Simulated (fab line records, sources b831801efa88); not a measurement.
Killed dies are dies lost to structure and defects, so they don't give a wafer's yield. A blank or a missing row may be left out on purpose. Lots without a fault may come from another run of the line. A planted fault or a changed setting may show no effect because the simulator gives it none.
Split-lot experiment | flow sfq_line | 5 lots, 23 wafers read, on a route of 325 steps

THE SPLIT
At SFQ_TRILAYER_M6_LITHO_COAT_164 (resist thk 62 nm), the setting resist_thk_nm was moved away from the recipe's 62 nm on 5 of the 23 wafers read, by -5.4% to +2.9%. The other wafers ran this setting at the recipe's value.

The reading is taken at the split's own step.

THE READING
BARC_of_TRILAYER_M6_LITHO_COAT_164.thk_nm (the simulator's own value, which no gauge read), in nm, at SFQ_TRILAYER_M6_LITHO_COAT_164 (resist thk 62 nm). The file gives no usual value for it. The 18 wafers here that ran the recipe average 62.04 nm, standard deviation 0.11 nm.

wafer  | tool, chamber at the split | resist_thk_nm as run, nm | against the recipe | BARC_of_TRILAYER_M6_LITHO_COAT_164.thk_nm, nm | against lot-mates on the recipe
L075.1 | litho_track-03, 0          | 62                       | recipe             | 61.82                                         | -
L075.2 | litho_track-03, 0          | 62                       | recipe             | 62.17                                         | -
L075.3 | litho_track-03, 0          | 62                       | recipe             | 62.01                                         | -
L075.5 | litho_track-03, 0          | 63.81                    | +2.9%              | 63.9                                          | +1.90
L075.6 | litho_track-03, 0          | 63.81                    | +2.9%              | 63.91                                         | +1.91
L077.1 | litho_track-01, 0          | 62                       | recipe             | 62.1                                          | -
L077.3 | litho_track-01, 0          | 58.66                    | -5.4%              | 58.65                                         | -3.53
L077.4 | litho_track-01, 0          | 58.66                    | -5.4%              | 58.69                                         | -3.49
L077.5 | litho_track-01, 0          | 58.66                    | -5.4%              | 58.8                                          | -3.38
L077.6 | litho_track-01, 0          | 62                       | recipe             | 62.26                                         | -
L078.1 | litho_track-03, 0          | 62                       | recipe             | 62.07                                         | -
L078.5 | litho_track-03, 0          | 62                       | recipe             | 62.19                                         | -
L078.6 | litho_track-03, 0          | 62                       | recipe             | 62.1                                          | -
L079.2 | litho_track-03, 0          | 62                       | recipe             | 62.05                                         | -
L079.3 | litho_track-03, 0          | 62                       | recipe             | 62.02                                         | -
L079.4 | litho_track-03, 0          | 62                       | recipe             | 62.09                                         | -
L079.5 | litho_track-03, 0          | 62                       | recipe             | 62.07                                         | -
L079.6 | litho_track-03, 0          | 62                       | recipe             | 61.98                                         | -
L080.1 | litho_track-01, 0          | 62                       | recipe             | 61.92                                         | -
L080.2 | litho_track-01, 0          | 62                       | recipe             | 61.9                                          | -
L080.3 | litho_track-01, 0          | 62                       | recipe             | 61.9                                          | -
L080.4 | litho_track-01, 0          | 62                       | recipe             | 62.11                                         | -
L080.5 | litho_track-01, 0          | 62                       | recipe             | 61.91                                         | -

THE FIT
A straight line over all 23 wafers: BARC_of_TRILAYER_M6_LITHO_COAT_164.thk_nm changes by +0.622 nm for each +1% of resist_thk_nm; r = +1.00; the points scatter about the line by 0.11 nm.
The same after taking each lot's own level away (the mean of its wafers on the recipe; 23 wafers): +0.645 nm for each +1%; r = +1.00; scatter 0.08 nm.
On that fit, the largest move of resist_thk_nm shifts the reading by 3.5 nm.
The lots' own levels span 61.948 to 62.180 nm, that is 2.1 times the standard deviation above.
So the lot-to-lot level changes the slope little: the two slopes agree.
Check: with one of the wafers moved furthest among these (-5.4%) left out of the fit, the line predicts -3.45 nm for it against its lot-mates. It came out at -3.53 nm against them.

THE FILE'S OWN FIT
BARC_of_TRILAYER_M6_LITHO_COAT_164.thk_nm changes by +0.647 nm for each +1% of resist_thk_nm, r = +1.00.
